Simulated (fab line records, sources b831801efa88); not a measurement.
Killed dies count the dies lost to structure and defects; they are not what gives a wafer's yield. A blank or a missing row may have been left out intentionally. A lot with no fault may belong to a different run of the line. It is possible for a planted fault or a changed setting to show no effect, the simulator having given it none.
Which tool is to blame?	flow sfq line	7 lots with 21 wafers sampled at 5 steps, on a route of 325 steps

## WHAT THE GAUGES READ, wafer by wafer
SFQ_I6_BOW_MEAS_941.
lot	measured	on	I6_BOW (um)
L583	day 70 20:31	film metro-02	21 2 20
L586	day 71 06:51	film metro-04	-20 8 -10
L588	day 71 13:01	film metro-01	-8 -8 -22
L592	day 71 23:50	film metro-02	16 11 19
L599	day 77 00:59	film metro-02	10 11 13
L601	day 77 14:43	film metro-02	6 18 4
L605	day 78 00:53	film metro-01	-1 -1 0

## WHAT TOOL EACH LOT RAN ON (gives the tool, then ch and the chambers of the sampled wafers, and finally the start)
lot	SFQ_TRILAYER_JJ_TRILAYER_DEP_SPUTTER_109	SFQ_TRILAYER_JJ_CE_BARC_OPEN_RIE_150	SFQ_TRILAYER_A5C_DEP_PECVD_142	SFQ_TRILAYER_C5_ETCH_VIA_ETCH_154
L583	pvd sputter-06, day 50 15:07	rie metal-03 ch 1, day 52 02:51	pecvd-02 ch 1,2, day 61 21:52	rie diel-03 ch 1,3, day 70 11:31
L586	pvd sputter-03, day 51 11:36	rie metal-03 ch 1, day 52 06:25	pecvd-04 ch 0,2, day 62 04:02	rie diel-02 ch 1,2,3, day 70 19:55
L588	pvd sputter-03, day 51 15:36	rie metal-01 ch 0,1, day 52 09:59	pecvd-01 ch 0,2, day 62 09:52	rie diel-02 ch 2,3, day 71 00:43
L592	pvd sputter-04, day 51 22:48	rie metal-02 ch 0,1, day 52 14:47	pecvd-04 ch 0,1,2, day 63 01:28	rie diel-01 ch 1,3, day 71 10:19
L599	pvd sputter-06, day 59 05:31	rie metal-01 ch 0,1, day 59 10:22	pecvd-01 ch 0,1,2, day 64 08:19	rie diel-01 ch 0,2, day 72 21:47
L601	pvd sputter-04, day 59 16:29	rie metal-02 ch 0,1, day 59 21:20	pecvd-02 ch 1,2, day 64 15:56	rie diel-02 ch 1,3, day 73 08:58
L605	pvd sputter-04, day 60 07:32	rie metal-02 ch 0,1, day 60 13:46	pecvd-01 ch 0,1,2, day 65 08:17	rie diel-01 ch 1,2, day 73 17:29
- SFQ_TRILAYER_JJ_TRILAYER_DEP_SPUTTER_109: material Nb, target thk 150 nm, time 100 s.
- SFQ_TRILAYER_JJ_CE_BARC_OPEN_RIE_150: chemistry O2, target BARC, target depth 240 nm, time 80 s.
- SFQ_TRILAYER_A5C_DEP_PECVD_142: deposits SiO2 from SiH4/N2O, time 15.556 s, target thk 70 nm.
- SFQ_TRILAYER_C5_ETCH_VIA_ETCH_154: etches SiO2 in CHF3, stops on Nb, target depth 84 nm.

## THE ANSWER, worked out from the rows above alone
Rule: usual is defined by the lots themselves. Put in order of their means at a reading, lots are off if they are a third of the lots or fewer, leave a main group of 4 or more, and stand apart from it by a gap of 3 or more times the standard deviation of the main group's means; of several such gaps the widest counts. A main group whose means are all the same, to the digits that the tables above print for the reading, isn't used. Also off: a lot with no number at a reading for which 4 or more lots have one. Where the step has rows for the other lots, those lots are counted as sound.
None of the lots is off at any reading shown; this tells nothing.

## WHAT WAS PUT IN BY THE SIMULATOR
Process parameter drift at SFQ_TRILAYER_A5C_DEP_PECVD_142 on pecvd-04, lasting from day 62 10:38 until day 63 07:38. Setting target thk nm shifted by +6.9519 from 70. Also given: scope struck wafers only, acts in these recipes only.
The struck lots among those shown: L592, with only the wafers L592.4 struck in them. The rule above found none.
